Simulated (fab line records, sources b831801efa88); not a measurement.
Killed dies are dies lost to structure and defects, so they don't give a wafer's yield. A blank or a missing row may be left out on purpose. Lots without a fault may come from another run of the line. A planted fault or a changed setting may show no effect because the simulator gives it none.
Which tool did it? | flow gf180mcu | 13 lots, 39 wafers sampled, at 4 steps of a route of 602

WHAT THE GAUGES READ, wafer by wafer
GF_STI_THK_MEAS_24.
lot  | measured    | on            | STI_CVD_23_THK (nm)
L115 | day 2 09:17 | film_metro-03 | 643 654 646
L116 | day 2 14:33 | film_metro-01 | 656 653 650
L117 | day 2 18:47 | film_metro-01 | 648 647 635
L118 | day 3 02:28 | film_metro-03 | 656 655 648
L120 | day 3 12:44 | film_metro-01 | 646 646 645
L121 | day 3 18:42 | film_metro-03 | 640 648 646
L124 | day 4 09:41 | film_metro-03 | 656 652 647
L125 | day 4 13:40 | film_metro-03 | 660 646 651
L126 | day 4 17:52 | film_metro-02 | 659 652 652
L128 | day 5 05:10 | film_metro-02 | 651 656 648
L135 | day 6 16:10 | film_metro-02 | 654 639 650
L136 | day 6 21:23 | film_metro-03 | 651 653 652
L137 | day 7 01:43 | film_metro-03 | 652 659 652

GF_DNWELL_TW_MEAS_09.
lot  | measured    | on            | DNWELL_TW
L115 | day 3 00:53 | film_metro-02 | 1355 1360 1362
L116 | day 3 06:16 | film_metro-03 | 1353 1348 1352
L117 | day 3 11:09 | film_metro-03 | 1347 1345 1340
L118 | day 3 20:04 | film_metro-02 | 1358 1353 1362
L120 | day 4 06:48 | film_metro-04 | 1342 1343 1342
L121 | day 4 11:29 | film_metro-02 | 1354 1347 1360
L124 | day 5 03:16 | film_metro-02 | 1359 1356 1359
L125 | day 5 06:26 | film_metro-03 | 1350 1352 1356
L126 | day 5 11:38 | film_metro-03 | 1347 1346 1352
L128 | day 5 22:16 | film_metro-02 | 1361 1361 1358
L135 | day 7 09:54 | film_metro-02 | 1227 1220 1230
L136 | day 7 16:25 | film_metro-02 | 1210 1216 1220
L137 | day 7 20:14 | film_metro-02 | 1362 1365 1367

GF_NWELL_OVL_MEAS_07.
lot  | measured    | on         | NWELL_OVL (nm)
L115 | day 3 13:59 | overlay-01 | 4.1 3.2 2.3
L116 | day 3 17:53 | overlay-01 | 1.6 1.7 0.9
L117 | day 3 23:17 | overlay-02 | -1.3 1.1 0.1
L118 | day 4 08:59 | overlay-01 | -1.0 -1.9 0.9
L120 | day 4 20:29 | overlay-02 | -0.1 0.5 0.7
L121 | day 5 02:20 | overlay-02 | -0.4 -0.3 0.2
L124 | day 5 18:26 | overlay-01 | 0.8 1.3 -0.7
L125 | day 5 21:08 | overlay-02 | -0.6 0.4 0.5
L126 | day 6 02:14 | overlay-01 | 1.4 1.2 1.0
L128 | day 6 13:50 | overlay-02 | -0.3 0.8 1.0
L135 | day 8 01:41 | overlay-01 | -2.3 -1.6 0.4
L136 | day 8 08:53 | overlay-01 | -3.2 -1.8 -3.3
L137 | day 8 12:16 | overlay-02 | -0.4 -1.4 -0.2

WHICH TOOL RAN EACH LOT (tool, then ch and the chambers of the sampled wafers, then the start)
lot  | GF_DNWELL_IMPLANT_07
L115 | implanter-01 ch 0, day 3 00:38
L116 | implanter-04 ch 0, day 3 06:03
L117 | implanter-04 ch 0, day 3 10:55
L118 | implanter-04 ch 0, day 3 19:49
L120 | implanter-01 ch 0, day 4 06:35
L121 | implanter-04 ch 0, day 4 11:14
L124 | implanter-04 ch 0, day 5 03:04
L125 | implanter-04 ch 0, day 5 06:13
L126 | implanter-01 ch 0, day 5 11:23
L128 | implanter-01 ch 0, day 5 22:04
L135 | implanter-01 ch 0, day 7 09:42
L136 | implanter-01 ch 0, day 7 16:13
L137 | implanter-04 ch 0, day 7 20:00
- GF_DNWELL_IMPLANT_07

WHAT THE TOOLS THEMSELVES READ (means of the sampled wafers that have a number; where no wafer has one, the mark that the record gives instead)
GF_DNWELL_IMPLANT_07.
lot  | tool         | dose_ions_cm2 | faraday_current_uA | tilt_deg (degrees)
L115 | implanter-01 | 1.001e+13     | 56.7               | -0.030
L116 | implanter-04 | 1.002e+13     | 56.4               | -0.007
L117 | implanter-04 | 9.994e+12     | 55.9               | 0.020
L118 | implanter-04 | 9.990e+12     | 57.7               | -0.008
L120 | implanter-01 | 1.000e+13     | 57.0               | 0.004
L121 | implanter-04 | 1.000e+13     | 57.0               | 0.006
L124 | implanter-04 | 1.001e+13     | 57.5               | 0.006
L125 | implanter-04 | 9.997e+12     | 54.5               | -0.003
L126 | implanter-01 | 1.001e+13     | 56.6               | 0.004
L128 | implanter-01 | 1.000e+13     | 56.6               | -0.009
L135 | implanter-01 | 7.093e+12     | 40.5               | -0.009
L136 | implanter-01 | 7.094e+12     | 39.7               | 0.008
L137 | implanter-04 | 9.997e+12     | 56.4               | -0.012

THE ANSWER, worked out from the rows above alone
Rule: what is usual is taken from the lots themselves. Put in order of their means at a reading, lots are off if they are a third of the lots or fewer, leave a main group of 4 or more, and stand apart from it by a gap of 3 or more times the standard deviation of the main group's means; of several such gaps the widest counts. A main group whose means are all the same, to the digits that the tables above print for the reading, isn't used. A lot without any number at a reading at which 4 lots or more have one is off too. The other lots that the step has rows for count as sound. The gauges are gone through in route order, then the tools' own readings, and for those a lot's mean is taken as printed above. The first step at which some lot is off is used, and at that step the reading that is off furthest; a lot without a number counts as furthest.
Off: L135, L136, at GF_DNWELL_TW_MEAS_09 (DNWELL_TW). The main group: mean 1354, standard deviation 6.6.
A tool fits if, at a process step before that reading, it ran every lot that is off, and no sound lot after the first of them. The gauges at GF_DNWELL_TW_MEAS_09 aren't tried: what is off there is off at GF_DNWELL_IMPLANT_07 too, on other tools, and a gauge's error can't cause that. One fits: implanter-01 at GF_DNWELL_IMPLANT_07. Its last sound lot is L128 (day 5 22:04), its first lot that is off L135 (day 7 09:42): a fault that began between those two fits.
The tool's own readings at GF_DNWELL_IMPLANT_07 bear it out: on the lots that are off they differ by more than 5 times the standard deviation of the sound lots' means. dose_ions_cm2 reads 7.094e+12 there against 1.000e+13 on the sound lots; faraday_current_uA reads 40.1 there against 56.6 on the sound lots.

WHAT THE SIMULATOR HAD PUT IN
Process parameter drift: implanter-01, from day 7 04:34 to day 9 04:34, at GF_DNWELL_IMPLANT_07. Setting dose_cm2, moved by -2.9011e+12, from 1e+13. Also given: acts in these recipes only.
Lots struck among those shown: L135, L136. The rule above found the same.
